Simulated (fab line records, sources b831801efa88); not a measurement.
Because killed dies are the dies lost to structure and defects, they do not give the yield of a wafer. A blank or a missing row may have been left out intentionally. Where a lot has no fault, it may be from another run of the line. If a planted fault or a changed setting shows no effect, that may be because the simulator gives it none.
A struck lot beside a sound one -- flow gf180mcu -- 14 steps out of a route of 602
Sound: these wafers, L300.1, L300.4, L300.6. Wafers struck: L297.2, L297.4, L297.5. At the end, the cause is stated.
Each step with rows lists, per side, the tool, then ch with its chambers, then its first start. Under that, the readings that differ: sound wafers -- struck wafers -- difference of the means -- sigmas: that difference in standard deviations of wafers without a fault.
alike: a reading whose means differ by less than 2 such deviations, as well as words and numbers matching on both sides. not compared: withheld readings; readings where some wafer has no value; bounds like >300 that might hide an equal value; numbers whose values overlap and for which the record gives no deviation.
The two part at a step that has a row with sigmas, a row that says differs or no value, or rows on one side only. Non-overlapping numbers with no deviation appear without sigmas and do not part them. Lack of a reading on every wafer of one side parts them only where that side has two or more wafers.

GF_MIM_THK_MEAS_06:
  sound on film_metro-03, day 29 06:52; struck on film_metro-01, day 28 14:21
  alike: MIM_CVD_05_THK
GF_MIM_SPUTTER_07: material TiN, target thk 60 nm, time 50 s.
  sound on pvd_sputter-04, day 29 06:56; struck on pvd_sputter-01, day 28 14:24
  alike: throttle_valve_pct
GF_MIM_SPUTTER_08: material AlCu, target thk 200 nm, time 10.6 s.
  sound on pvd_sputter-04, day 29 06:59; struck on pvd_sputter-01, day 28 14:27
  alike: throttle_valve_pct
GF_MIM_SPUTTER_09: material TiN, target thk 35 nm, time 29.2 s.
  sound on pvd_sputter-04, day 29 07:00; struck on pvd_sputter-01, day 28 14:28
  alike: throttle_valve_pct
GF_MIM_RS_MEAS_10: a four-point-probe measurement.
  sound on film_metro-03, day 29 07:02; struck on film_metro-01, day 28 14:31
  alike: MIM_ALCU_RS
GF_MIM_THK_MEAS_11: measures by xrf.
  sound on film_metro-03, day 29 07:09; struck on film_metro-01, day 28 14:38
  alike: MIM_ALCU_THK
then, 6 steps without rows for these wafers: GF_MIM_DEHYDRATE_12 (time 60 s); GF_MIM_HMDS_13 (prime time 60 s); GF_MIM_COAT_14 (resist thk 1000 nm); GF_MIM_SOFTBAKE_15 (time 60 s); GF_MIM_EXPOSE_16 (exposes mask FuseTop, target cd 2000 nm); GF_MIM_PEB_17.
GF_MIM_DEVELOP_18: develop time 60 s.
  struck on litho_track-02, day 29 09:23; sound on litho_track-03 ch 0, day 30 01:19
  no value came back on the struck wafers for chill_plate_temp_C (C), develop_time_s (s); on the sound wafers chill_plate_temp_C (C) reads 23.03 23.09 22.87
GF_MIM_METAL_ETCH_19: etches the open film in Cl2/BCl3, stops on Si3N4, target depth 324.5 nm, time 54.1 s.
  sound on rie_metal-04 ch 0,1, day 30 01:28; struck on rie_metal-04 ch 0,1, day 29 09:31
  alike: drypump_motor_current_A, he_backside_leak_sccm, oes_product_au, throttle_valve_pct
  not compared: rf_hours_counter_h

== WHERE THEY PART ==
At GF_MIM_DEVELOP_18 and nowhere else, as far as this record goes. Later steps at which nothing parts them and some readings are alike: GF_MIM_METAL_ETCH_19.

WHY: what the simulator had put in
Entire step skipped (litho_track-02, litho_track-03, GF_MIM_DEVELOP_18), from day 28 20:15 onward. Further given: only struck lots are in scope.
